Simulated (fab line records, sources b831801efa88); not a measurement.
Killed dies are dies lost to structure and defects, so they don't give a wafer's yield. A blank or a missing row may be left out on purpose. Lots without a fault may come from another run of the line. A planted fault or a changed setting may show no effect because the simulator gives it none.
Which tool did it? | flow gf180mcu | 13 lots, 39 wafers sampled, at 5 steps of a route of 602

WHAT THE GAUGES READ, wafer by wafer
GF_STI_CD_MEAS_12: target cd 220 nm. Usual: cd_nm 219.4 nm, standard deviation 1.2.
lot  | measured    | on        | cd_nm (nm)        | flag
L854 | day 2 08:44 | cd_sem-02 | 220.1 221.2 219.6 |
L855 | day 2 12:05 | cd_sem-02 | 217.7 217.3 218.4 |
L856 | day 2 16:10 | cd_sem-01 | 218.4 218.9 219.3 |
L859 | day 3 09:35 | cd_sem-02 | 218.8 218.2 219.5 |
L861 | day 3 17:50 | cd_sem-02 | 220.3 219.6 220.4 |
L865 | day 4 15:41 | cd_sem-01 | 218.7 219.4 219.2 |
L868 | day 5 05:56 | cd_sem-01 | 221.3 220.8 220.7 |
L869 | day 5 12:07 | cd_sem-02 | 218.9 221.1 220.5 |
L870 | day 5 17:49 | cd_sem-01 | 220.3 221.0 220.8 |
L871 | day 6 00:02 | cd_sem-02 | 218.7 216.9 218.6 |
L872 | day 6 03:38 | cd_sem-01 | 219.4 220.5 219.6 |
L873 | day 6 08:20 | cd_sem-02 | 217.0 217.9 218.9 |
L875 | day 6 18:44 | cd_sem-02 | 219.3 220.2 218.7 |

GF_STI_THK_MEAS_22. Usual: STI_OXIDATION_01_THK 15.06 nm, standard deviation 0.27.
lot  | measured    | on            | STI_OXIDATION_01_THK (nm) | flag
L854 | day 2 10:35 | film_metro-02 | 14.63 14.77 14.86         |
L855 | day 2 13:56 | film_metro-01 | 14.89 15.20 15.07         |
L856 | day 2 19:03 | film_metro-02 | 15.03 14.78 14.97         |
L859 | day 3 13:50 | film_metro-01 | 14.73 14.94 14.78         |
L861 | day 3 20:31 | film_metro-01 | 14.78 14.74 14.98         |
L865 | day 4 17:32 | film_metro-01 | 15.22 15.09 15.13         |
L868 | day 5 07:54 | film_metro-02 | 14.93 15.30 15.08         |
L869 | day 5 13:58 | film_metro-02 | 15.02 15.15 15.29         |
L870 | day 5 19:40 | film_metro-03 | 15.63 15.51 15.50         |
L871 | day 6 02:23 | film_metro-02 | 15.21 15.53 15.71         |
L872 | day 6 06:00 | film_metro-02 | 15.23 14.94 14.91         |
L873 | day 6 10:11 | film_metro-02 | 15.32 15.54 15.02         |
L875 | day 6 20:35 | film_metro-03 | 15.25 15.29 15.00         |

GF_STI_THK_MEAS_24. Usual: STI_CVD_23_THK 648 nm, standard deviation 7.6.
lot  | measured    | on            | STI_CVD_23_THK (nm) | flag
L854 | day 2 10:44 | film_metro-01 | 648 645 650         |
L855 | day 2 14:04 | film_metro-03 | 642 658 646         |
L856 | day 2 19:11 | film_metro-03 | 651 641 647         |
L859 | day 3 13:58 | film_metro-03 | 643 647 637         |
L861 | day 3 20:39 | film_metro-03 | 644 649 636         |
L865 | day 4 17:41 | film_metro-03 | 653 656 647         |
L868 | day 5 08:02 | film_metro-01 | 642 643 649         |
L869 | day 5 14:07 | film_metro-02 | 659 659 656         |
L870 | day 5 19:49 | film_metro-02 | 632 632 639         |
L871 | day 6 02:31 | film_metro-03 | 627 640 644         |
L872 | day 6 06:08 | film_metro-01 | 652 642 653         |
L873 | day 6 10:20 | film_metro-03 | 644 647 649         |
L875 | day 6 20:44 | film_metro-01 | 642 637 634         |

WHICH TOOL RAN EACH LOT (tool, then ch and the chambers of the sampled wafers, then the start)
lot  | GF_STI_ETCH_13                    | GF_STI_STRIP_15
L854 | rie_diel-04 ch 0,1, day 2 08:51   | plasma_asher-02 ch 0,1, day 2 09:00
L855 | rie_diel-02 ch 0,1, day 2 12:11   | plasma_asher-02 ch 1, day 2 12:20
L856 | rie_diel-02 ch 2,3, day 2 16:14   | plasma_asher-01 ch 0,1, day 2 16:26
L859 | rie_diel-02 ch 0,1,2, day 3 09:42 | plasma_asher-01 ch 0,1, day 3 09:51
L861 | rie_diel-02 ch 1,2, day 3 17:57   | plasma_asher-02 ch 0,1, day 3 18:06
L865 | rie_diel-02 ch 0,3, day 4 15:49   | plasma_asher-03 ch 0,1, day 4 15:58
L868 | rie_diel-01 ch 0,2,3, day 5 06:04 | plasma_asher-03 ch 0,1, day 5 06:13
L869 | rie_diel-04 ch 0,3, day 5 12:14   | plasma_asher-02 ch 0,1, day 5 12:23
L870 | rie_diel-01 ch 1,2,3, day 5 17:56 | plasma_asher-02 ch 0,1, day 5 18:05
L871 | rie_diel-01 ch 0,1, day 6 00:10   | plasma_asher-03 ch 0, day 6 00:19
L872 | rie_diel-01 ch 0,1,3, day 6 03:45 | plasma_asher-02 ch 0,1, day 6 03:54
L873 | rie_diel-04 ch 0,1,3, day 6 08:27 | plasma_asher-02 ch 0,1, day 6 08:36
L875 | rie_diel-01 ch 0,2,3, day 6 18:52 | plasma_asher-02 ch 0,1, day 6 19:01
- GF_STI_ETCH_13: etches the open film in CHF3/O2, stops on Si, target depth 282.31 nm, time 112.9 s.
- GF_STI_STRIP_15: strips in O2/N2.

WHAT THE TOOLS THEMSELVES READ (means of the sampled wafers that have a number; where no wafer has one, the mark that the record gives instead)
GF_STI_ETCH_13. Usual: drypump_motor_current_A 5.8 A, standard deviation 0.44; oes_product_au 0.831 a.u., standard deviation 0.0059; throttle_valve_pct 8.810 %, standard deviation 0.0091.
lot  | tool        | drypump_motor_current_A (A) | oes_product_au (a.u.) | throttle_valve_pct (%) | flag
L854 | rie_diel-04 | 5.9                         | 0.824                 | 8.812                  |
L855 | rie_diel-02 | 5.2                         | 0.824                 | 8.805                  |
L856 | rie_diel-02 | 5.9                         | 0.831                 | 8.807                  |
L859 | rie_diel-02 | 5.5                         | 0.829                 | 8.806                  |
L861 | rie_diel-02 | 5.4                         | 0.828                 | 8.796                  |
L865 | rie_diel-02 | 5.8                         | 0.837                 | 8.809                  |
L868 | rie_diel-01 | 5.5                         | 0.834                 | 8.813                  |
L869 | rie_diel-04 | 6.3                         | 0.821                 | 8.806                  |
L870 | rie_diel-01 | 5.5                         | 0.832                 | 8.822                  |
L871 | rie_diel-01 | 5.5                         | 0.835                 | 8.815                  |
L872 | rie_diel-01 | 5.6                         | 0.828                 | 8.806                  |
L873 | rie_diel-04 | 6.1                         | 0.840                 | 8.807                  |
L875 | rie_diel-01 | 5.5                         | 0.833                 | 8.810                  |

GF_STI_STRIP_15. Usual: drypump_motor_current_A 5.66 A, standard deviation 0.25; heater_power_w 340 W, standard deviation 21; oes_product_au 0.385 a.u., standard deviation 0.0047; strip_time_to_endpoint_s 3.76 s, standard deviation 0.037.
lot  | tool            | drypump_motor_current_A (A) | heater_power_w (W) | oes_product_au (a.u.) | strip_time_to_endpoint_s (s) | flag
L854 | plasma_asher-02 | 5.62                        | 341                | 0.386                 | 3.78                         |
L855 | plasma_asher-02 | 5.78                        | 357                | 0.383                 | 3.77                         |
L856 | plasma_asher-01 | 5.31                        | 292                | 0.386                 | 3.77                         |
L859 | plasma_asher-01 | 5.32                        | 292                | 0.383                 | 3.73                         |
L861 | plasma_asher-02 | 5.61                        | 338                | 0.337                 | 2.59                         | OFF
L865 | plasma_asher-03 | 5.72                        | 342                | 0.333                 | 2.61                         | OFF
L868 | plasma_asher-03 | 5.71                        | 355                | 0.384                 | 3.79                         |
L869 | plasma_asher-02 | 5.71                        | 351                | 0.389                 | 3.78                         |
L870 | plasma_asher-02 | 5.61                        | 345                | 0.384                 | 3.75                         |
L871 | plasma_asher-03 | 5.73                        | 327                | 0.379                 | 3.71                         |
L872 | plasma_asher-02 | 5.61                        | 340                | 0.389                 | 3.76                         |
L873 | plasma_asher-02 | 5.70                        | 347                | 0.383                 | 3.76                         |
L875 | plasma_asher-02 | 5.70                        | 349                | 0.388                 | 3.73                         |

THE ANSWER, worked out from the rows above alone
Rule: a lot is off if the mean of its wafers that have a number lies more than 3 standard deviations from the usual mean. A lot without any number at a reading at which 4 lots or more have one is off too. The other lots that the step has rows for count as sound. The gauges are gone through in route order, then the tools' own readings, and for those a lot's mean is taken as printed above. The first step at which some lot is off is used, and at that step the reading that is off furthest; a lot without a number counts as furthest.
Off: L861, L865, at GF_STI_STRIP_15 (strip_time_to_endpoint_s).
A tool fits if, at that step or a process step before it, it ran every lot that is off, and no sound lot after the first of them. One fits: rie_diel-02 at GF_STI_ETCH_13. Its last sound lot is L859 (day 3 09:42), its first lot that is off L861 (day 3 17:57): a fault that began between those two fits.

WHAT THE SIMULATOR HAD PUT IN
Process parameter drift: rie_diel-02, from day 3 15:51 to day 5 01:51, at GF_STI_ETCH_13. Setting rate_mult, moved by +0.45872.
Lots struck among those shown: L861, L865. The rule above found the same.
